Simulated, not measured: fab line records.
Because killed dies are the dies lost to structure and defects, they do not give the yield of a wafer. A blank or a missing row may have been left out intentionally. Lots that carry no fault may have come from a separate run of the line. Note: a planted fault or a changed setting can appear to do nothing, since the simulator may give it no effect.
One fault seen from 2 desks | flow sky130 | each desk holds nothing but its own numbers, with what lay behind them at the end

METROLOGY DESK
What the gauges read, lot by lot, whatever tool the lot ran on: means of the sampled wafers that have a number. Marked OUT: a lot whose mean sits more than 4 standard deviations from the usual mean, which makes it out of limits; the brackets give that distance.
Columns: A = VT_ADJUST_HVTR_TW at SKY_VT_ADJUST_HVTR_TW_MEAS_11, usual 209.2; B = cdNm at SKY_SONOS_ONO_CD_MEAS_13, usual 410.4 nm; C = POLY_GATE_CVD_00_THK at SKY_POLY_GATE_THK_MEAS_01, usual 180.3 nm
lot  | first seen here | A     | B     | C
L226 | day 9 12:38     | 209.7 | 409.0 | 179.9
L227 | day 9 20:55     | 210.4 | 405.5 | 180.8
L229 | day 10 12:07    | 206.9 | 412.7 | 181.5
L230 | day 10 20:01    | 209.8 | 408.9 | 182.3
L231 | day 10 22:07    | 206.7 | 413.5 | 181.0
L232 | day 11 10:06    | 206.8 | 412.2 | 181.5
L233 | day 11 17:10    | 211.1 | 408.6 | 179.4
L234 | day 11 20:48    | 210.2 | 411.2 | 181.7
L237 | day 12 21:48    | 207.9 | 412.9 | 178.3
L238 | day 13 00:30    | 207.5 | 405.5 | 179.0
L243 | day 14 14:57    | 207.4 | 409.7 | 178.6
L244 | day 14 18:29    | 210.8 | 410.7 | 179.8
L245 | day 15 06:46    | 207.6 | 415.7 | 179.0
L246 | day 15 17:23    | 210.1 | 407.0 | 180.4
This desk's finding: nothing out of limits on any of the 14 lots.

AT THE TOOL OWNER'S DESK: implanter-01
SKY_PWDE_IMPLANT_08, tool's own readings: per-lot mean of the sampled wafers with a number, covering each lot this tool ran. Marked OUT: a lot whose mean sits more than 4 standard deviations from the usual mean, which makes it out of limits; the brackets give that distance.
Columns: A = beamEnergyKeV at SKY_PWDE_IMPLANT_08, usual 150.00; B = faradayCurrentUA at SKY_PWDE_IMPLANT_08, usual 20.3
lot  | first seen here | A                        | B
L231 | day 4 23:32     | 149.99                   | 20.5
L232 | day 5 07:58     | 149.97                   | 20.6
L234 | day 5 15:52     | 172.22 (+99 or more) OUT | 20.1
L238 | day 6 14:19     | 172.29 (+99 or more) OUT | 20.1
This desk finds L234, L238 out of limits, L234 being first, at day 5 15:52 (beamEnergyKeV at SKY_PWDE_IMPLANT_08). L231, L232 stayed within limits.

BROUGHT TOGETHER
The tool owner's desk had the chance to raise an alarm at day 5 15:52 on L234, L238.
Metrology desk: nothing out of limits seen.
The metrology desk holds a record of L234, L238, inside its limits.
All the named lots went through SKY_PWDE_IMPLANT_08 on implanter-01.

WHAT WAS PUT IN BY THE SIMULATOR
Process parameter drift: implanter-01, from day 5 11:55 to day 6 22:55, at SKY_PWDE_IMPLANT_08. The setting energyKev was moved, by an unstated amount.
Struck lots among those shown: L234, L238.
How many hours passed from the start of the fault until each desk's first out-of-limits reading: the tool owner's desk, 4.
